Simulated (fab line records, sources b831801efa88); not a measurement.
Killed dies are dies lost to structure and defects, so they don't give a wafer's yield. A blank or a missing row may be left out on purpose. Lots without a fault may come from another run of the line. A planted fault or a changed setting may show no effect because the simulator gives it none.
fab line records | flow sfq_line
record lots=14 wafers=42 last_day=95
route steps=325 shown C5@249 M7@292 I7@306
lots that met no fault: from a run of the same line without faults
start_h: hours from the record's first day to the start of the lot's first wafer shown | wait_h: hours since the lot's step before | " the same as in the row above | L1.1+2: a row that stands for several wafers | - no value, or no start given | * or withheld: withheld | < > ~ a bound
route shown NAME@n: a module of which the file shows steps, and the number in the route of the first | usual: mean/standard deviation of fault-free wafers | same: alike in all rows | chamber/n: place in a boat | sites: the reading at each site | _std_site: their standard deviation | _edge_site: outer sites' mean less inner sites' | radius_mm: how far each site lies from the wafer's centre | mask NAME#n: copy n | behind: the tool/chamber that last shaped the wafer | hold: why the lot was held/for how many hours/how that ended | device: the transistor (n, p or np) that didn't switch | end of line: the same wafers' tests at the end of the route | a step without rows: its recipe alone | killed: dies lost to structure and defects at the first sort, not the wafer's yield | map: a wafer's dies, x killed, . not, _ none there
set.NAME: the setting as run; set.NAME@STEP: as run at that earlier step | model.NAME: the simulator's own value behind a step, which no gauge read
steps of the route over a sample of lots; a table a step, a row a wafer
services: from which hour (start_h, from the record's first day; less than 0 if before it) a tool's chamber was out of use, for how many hours, and why
## steps
# step SFQ_TRILAYER_C5_STRIP_STRIP_155
# recipe gas=O2 power_w=200 platen_temp_c=40 overash_fraction=0.65 chemistry=O2 pressure_mtorr=50
# usual drypump_motor_current_A=5.77/0.24 oes_product_au=1.000/0.0083 platen_temp_c=40.00/0.12
# same overash_fraction=0.65
# columns lot.wafer tool chamber start_h wait_h drypump_motor_current_A oes_product_au platen_temp_c rf_hours_counter_h
L244.1 rie_metal-01 0 1600.11 - 5.61 1.000 40.13 10
L244.5 " 0 " " 5.59 1.012 40.25 -
L244.6 " 1 " " 5.90 1.005 39.99 -
L246.1 rie_metal-04 1 1624.35 - 6.38 0.994 40.00 31
L246.2 " 0 " " 5.71 1.007 39.95 68
L246.5 " 0 " " 5.69 1.002 39.78 -
L249.3 rie_metal-02 0 1655.35 - 5.48 0.986 40.04 -
L249.4 " 0 " " 5.49 0.987 39.93 -
L249.6 " 0 " " 5.48 0.996 39.79 -
L250.1 rie_metal-04 0 1666.88 - 5.72 0.997 40.07 76
L250.5 " 0 " " 5.68 0.998 40.00 -
L250.6 " 1 " " 6.39 1.005 40.00 -
L251.4 rie_metal-01 0 1669.33 - 5.64 0.998 39.96 -
L251.5 " 0 " " 5.62 0.999 40.05 -
L251.6 " 1 " " 5.91 1.002 40.03 -
L254.1 rie_metal-02 0 1783.55 - 5.45 0.994 40.06 59
L254.3 " 1 " " 6.03 0.985 40.04 -
L254.4 " 0 " " 5.45 0.990 40.06 -
L255.1 rie_metal-01 1 1815.54 - 5.88 1.013 40.29 76
L255.4 " 1 " " 5.87 1.010 40.21 -
L255.6 " 1 " " 5.87 1.007 40.11 -
L256.1 rie_metal-01 1 1820.34 - 5.87 1.025 40.11 77
L256.2 " 0 " " 5.62 0.996 40.00 42
L256.4 " 1 " " 5.85 1.008 40.14 -
L258.1 rie_metal-02 1 1828.74 - 6.01 1.001 40.16 17
L258.4 " 0 " " 5.46 0.984 39.88 -
L258.5 " 0 " " 5.48 1.006 39.97 -
L259.1 rie_metal-01 1 1847.94 - 5.84 1.011 39.94 81
L259.2 " 0 " " 5.64 1.002 40.01 46
L259.4 " 1 " " 5.85 1.014 39.72 -
L260.1 rie_metal-02 1 1850.34 - 6.03 0.996 40.11 20
L260.2 " 0 " " 5.49 1.003 39.83 67
L260.6 " 0 " " 5.47 1.002 39.97 -
L261.1 rie_metal-01 0 1869.54 - 5.64 0.997 39.94 47
L261.2 " 1 " " 5.86 1.002 39.77 82
L261.6 " 1 " " 5.83 1.009 39.91 -
L262.1 rie_metal-01 0 1883.94 - 5.64 0.998 40.20 48
L262.3 " 1 " " 5.88 1.008 40.06 -
L262.6 " 1 " " 5.89 0.999 39.97 -
L264.2 rie_metal-01 1 1886.47 - 5.86 1.005 40.09 83
L264.4 " 1 " " 5.88 1.008 39.87 -
L264.6 " 1 " " 5.88 1.002 39.89 -
# step SFQ_TRILAYER_M7_BARC_OPEN_METAL_ETCH_229
# recipe mask_material=PR chemistry=O2 target_depth_nm=125 target=BARC icp_w=600 bias_w=80 pressure_mtorr=10 time_s=41.7
# usual drypump_motor_current_A=5.85/0.28 oes_product_au=0.685/0.0045 rf_fwd_power_W=592/3.2
# columns lot.wafer tool chamber start_h wait_h drypump_motor_current_A oes_product_au rf_fwd_power_W rf_hours_counter_h
L244.1 rie_metal-03 0 1954.33 0.0 6.31 0.686 595 77
L244.5 " 1 " " 5.84 0.690 595 -
L244.6 " 0 " " 6.31 0.690 597 -
L246.1 rie_metal-02 1 1962.73 0.0 5.97 0.689 589 37
L246.2 " 0 " " 5.46 0.685 592 84
L246.5 " 0 " " 5.47 0.691 591 -
L249.3 rie_metal-01 0 1990.27 0.0 5.64 0.688 586 -
L249.4 " 1 " " 5.88 0.687 597 -
L249.6 " 0 " " 5.63 0.679 587 -
L250.1 rie_metal-02 0 2002.69 0.0 5.48 0.690 592 92
L250.5 " 0 " " 5.45 0.682 594 -
L250.6 " 1 " " 6.02 0.680 591 -
L251.4 rie_metal-01 0 2005.11 0.0 5.64 0.687 588 -
L251.5 " 1 " " 5.86 0.684 594 -
L251.6 " 0 " " 5.62 0.680 588 -
L254.1 rie_metal-03 0 2015.89 0.0 6.33 0.682 595 88
L254.3 " 1 " " 5.83 0.685 594 -
L254.4 " 0 " " 6.32 0.689 593 -
L255.1 rie_metal-03 0 2025.49 0.0 6.34 0.686 596 89
L255.4 " 0 " " 6.35 0.686 597 -
L255.6 " 0 " " 6.32 0.690 596 -
L256.1 rie_metal-03 1 2033.89 0.0 5.81 0.689 592 34
L256.2 " 0 " " 6.35 0.693 596 91
L256.4 " 1 " " 5.84 0.685 592 -
L258.1 rie_metal-02 0 2045.89 0.0 5.48 0.686 593 95
L258.4 " 1 " " 6.00 0.680 589 -
L258.5 " 0 " " 5.48 0.681 595 -
L259.1 rie_metal-01 0 2060.29 0.0 5.64 0.681 587 73
L259.2 " 1 " " 5.88 0.685 596 111
L259.4 " 1 " " 5.88 0.688 598 -
L260.1 rie_metal-01 1 2062.69 0.0 5.88 0.681 593 112
L260.2 " 0 " " 5.62 0.686 587 74
L260.6 " 1 " " 5.87 0.691 596 -
L261.1 rie_metal-01 1 2080.30 0.0 5.86 0.689 595 115
L261.2 " 0 " " 5.62 0.686 591 77
L261.6 " 0 " " 5.62 0.683 589 -
L262.1 rie_metal-01 0 2098.43 0.0 5.64 0.684 587 79
L262.3 " 0 " " 5.64 0.691 589 -
L262.6 " 1 " " 5.89 0.682 594 -
L264.2 rie_metal-01 0 2185.88 0.0 5.64 0.684 586 -
L264.4 " 0 " " 5.63 0.683 585 -
L264.6 " 0 " " 5.63 0.690 589 -
# step SFQ_I7_OVL_MEAS_947
# usual I7_OVL=-2/5.9
# columns lot.wafer tool chamber start_h wait_h I7_OVL[nm]
L244.1 overlay-02 - 2061.46 0.1 3
L244.5 " - " " 2
L244.6 " - " " 3
L246.1 overlay-02 - 2070.66 0.1 -5
L246.2 " - " " 0
L246.5 " - " " -2
L249.3 overlay-01 - 2096.00 0.1 10
L249.4 " - " " 4
L249.6 " - " " 2
L250.1 overlay-01 - 2116.52 0.1 -4
L250.5 " - " " -7
L250.6 " - " " -5
L251.4 overlay-01 - 2118.94 0.1 -13
L251.5 " - " " -15
L251.6 " - " " -12
L254.1 overlay-01 - 2129.72 0.1 -8
L254.3 " - " " -11
L254.4 " - " " -9
L255.1 overlay-01 - 2134.52 0.1 -2
L255.4 " - " " -7
L255.6 " - " " -4
L256.1 overlay-02 - 2138.12 0.1 6
L256.2 " - " " 2
L256.4 " - " " 6
L258.1 overlay-02 - 2147.72 0.1 3
L258.4 " - " " 5
L258.5 " - " " 0
L259.1 overlay-02 - 2160.60 0.1 2
L259.2 " - " " -9
L259.4 " - " " -9
L260.1 overlay-02 - 2161.80 0.1 2
L260.2 " - " " 0
L260.6 " - " " 1
L261.1 overlay-01 - 2163.50 0.1 5
L261.2 " - " " 9
L261.6 " - " " 13
L262.1 overlay-02 - 2164.70 0.1 2
L262.3 " - " " -12
L262.6 " - " " -1
L264.2 overlay-02 - 2194.26 0.1 -9
L264.4 " - " " -5
L264.6 " - " " -14
# step SFQ_TRILAYER_I7_VIA_ETCH_VIA_ETCH_190
# recipe target=SiO2 stop_on=Nb mask_material=PR taper_deg=20 chemistry=CHF3 target_depth_nm=260 source_w=500 bias_w=80 pressure_mtorr=30 time_s=withheld
# usual drypump_motor_current_A=5.8/0.41 oes_product_au=0.862/0.0052 rf_fwd_power_W=498.4/1.7
# columns lot.wafer tool chamber start_h wait_h drypump_motor_current_A oes_product_au rf_fwd_power_W
L244.1 rie_diel-03 1 2061.53 0.0 5.5 0.878 498.8
L244.5 " 2 " " 6.5 0.864 499.6
L244.6 " 1 " " 5.5 0.868 498.4
L246.1 rie_diel-01 2 2070.74 0.0 6.1 0.858 496.6
L246.2 " 0 " " 5.4 0.858 498.6
L246.5 " 3 " " 5.3 0.862 499.4
L249.3 rie_diel-01 1 2096.07 0.0 6.0 0.875 499.6
L249.4 " 3 " " 5.3 0.868 498.4
L249.6 " 3 " " 5.3 0.860 496.4
L250.1 rie_diel-01 2 2116.59 0.0 6.2 0.864 498.6
L250.5 " 0 " " 5.5 0.864 497.9
L250.6 " 1 " " 6.0 0.858 498.1
L251.4 rie_diel-04 3 2119.05 0.1 5.5 0.859 499.3
L251.5 " 0 " " 6.0 0.859 496.0
L251.6 " 2 " " 6.2 0.857 499.2
L254.1 rie_diel-03 2 2129.79 0.0 6.5 0.857 495.3
L254.3 " 1 " " 5.5 0.864 499.6
L254.4 " 0 " " 6.4 0.858 495.8
L255.1 rie_diel-01 1 2134.59 0.0 6.0 0.854 497.6
L255.4 " 0 " " 5.4 0.862 500.3
L255.6 " 1 " " 5.9 0.865 497.2
L256.1 rie_diel-04 3 2138.19 0.0 5.6 0.863 497.8
L256.2 " 2 " " 6.2 0.860 498.4
L256.4 " 1 " " 5.3 0.863 499.6
L258.1 rie_diel-04 0 2147.79 0.0 6.0 0.866 499.0
L258.4 " 1 " " 5.3 0.852 498.5
L258.5 " 1 " " 5.3 0.860 498.8
L259.1 rie_diel-04 2 2160.67 0.0 6.2 0.859 416.7
L259.2 " 3 " " 5.5 0.865 416.7
L259.4 " 0 " " 6.0 0.863 417.7
L260.1 rie_diel-03 1 2161.87 0.0 5.5 0.862 498.8
L260.2 " 3 " " 6.2 0.864 498.2
L260.6 " 0 " " 6.4 0.867 499.1
L261.1 rie_diel-01 3 2163.58 0.0 5.3 0.868 502.4
L261.2 " 2 " " 6.1 0.866 496.8
L261.6 " 0 " " 5.4 0.864 496.8
L262.1 rie_diel-04 1 2164.78 0.0 5.3 0.856 421.3
L262.3 " 0 " " 6.0 0.862 414.9
L262.6 " 0 " " 6.0 0.869 416.3
L264.2 rie_diel-03 2 2194.33 0.0 6.5 0.856 502.5
L264.4 " 0 " " 6.4 0.862 499.3
L264.6 " 3 " " 6.2 0.852 500.1
## services
# columns tool chamber start_h hours kind
rie_diel-04 - 1584.66 0.7 repair
rie_diel-01 1 1612.86 8.1 repair
rie_metal-02 - 1615.47 0.2 repair
rie_diel-04 - 1618.00 2.8 pm
rie_diel-01 0 1648.34 14.1 repair
rie_diel-01 1 1654.09 6.5 repair
rie_diel-04 3 1715.01 1.3 repair
rie_metal-01 1 1739.91 20.6 repair
rie_diel-01 3 1743.61 35.9 repair
rie_diel-04 1 1748.40 19.6 repair
rie_diel-01 2 1748.94 3.0 repair
rie_diel-01 1 1750.92 1.6 repair
rie_diel-04 1 1769.67 5.1 repair
rie_diel-01 2 1774.12 3.0 repair
rie_diel-04 0 1869.19 2.8 repair
rie_metal-01 1 1904.63 17.5 repair
rie_diel-01 0 1963.61 4.0 repair
rie_diel-01 0 2010.75 5.7 repair
rie_diel-04 3 2016.60 1.9 repair
rie_metal-02 - 2021.83 0.3 repair
rie_diel-01 - 2059.91 2.1 repair
rie_diel-04 1 2069.95 2.8 repair
rie_diel-04 3 2085.07 5.4 repair
rie_diel-04 1 2088.25 8.2 repair
## key
first_sign step=SFQ_TRILAYER_I7_VIA_ETCH_VIA_ETCH_190 reading=rf_fwd_power_W direction=down sigmas=48 usual=498.4 struck=417.3
effect none on later readings
met_at SFQ_TRILAYER_I7_VIA_ETCH_VIA_ETCH_190
struck_lots L259,L262
not_acting_at SFQ_TRILAYER_C5_STRIP_STRIP_155,SFQ_TRILAYER_M7_BARC_OPEN_METAL_ETCH_229,SFQ_I7_OVL_MEAS_947
onset_between 2147.79 2160.67
fault kind=process_parameter_drift tool=rie_diel-04 chamber=- onset_h=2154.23 steps=SFQ_TRILAYER_I7_VIA_ETCH_VIA_ETCH_190 channel=source_w offset=-80 shape=step end_h=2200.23 acts_in=these_recipes_only stated=500
